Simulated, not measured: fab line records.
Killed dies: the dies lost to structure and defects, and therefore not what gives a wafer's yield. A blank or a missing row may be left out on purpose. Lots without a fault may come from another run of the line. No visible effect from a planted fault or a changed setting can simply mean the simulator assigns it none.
Which of the tools did it? -- flow gf180mcu -- route of 602 steps, sampled at 1 step: 7 lots, 20 wafers

WHAT THE GAUGES READ, wafer by wafer
GF_SAB_OVL_MEAS_10.
lot,measured,on,SAB_OVL (nm)
L377,day 15 14:48,overlay-01,-0.6 0.2 0.3
L379,day 16 10:22,overlay-02,-2.5 -2.1 -1.7
L381,day 17 04:50,overlay-02,-5.4 -4.1
L390,day 20 12:43,overlay-01,-0.6 -1.7 -1.6
L393,day 21 07:01,overlay-02,-1.6 -2.2 -1.4
L397,day 22 13:57,overlay-01,-0.5 0.4 -0.7
L399,day 23 07:22,overlay-01,1.0 0.8 1.0

WHAT TOOL EACH LOT RAN ON (gives the tool, then ch and the chambers of the sampled wafers, and finally the start)
The record holds no process step before these readings.

THE ANSWER, worked out from the rows above alone
Rule: the usual values come from the lots themselves. Put in order of their means at a reading, lots are off if they are a third of the lots or fewer, leave a main group of 4 or more, and stand apart from it by a gap of 3 or more times the standard deviation of the main group's means; of several such gaps the widest counts. Not used: any main group whose means are identical at the precision the tables above print for the reading. A lot without any number at a reading at which 4 lots or more have one is off too. Where the step has rows for the other lots, those lots are counted as sound.
Nothing can be told from this: no lot is off at any reading shown.

WHAT THE SIMULATOR HAD INSERTED
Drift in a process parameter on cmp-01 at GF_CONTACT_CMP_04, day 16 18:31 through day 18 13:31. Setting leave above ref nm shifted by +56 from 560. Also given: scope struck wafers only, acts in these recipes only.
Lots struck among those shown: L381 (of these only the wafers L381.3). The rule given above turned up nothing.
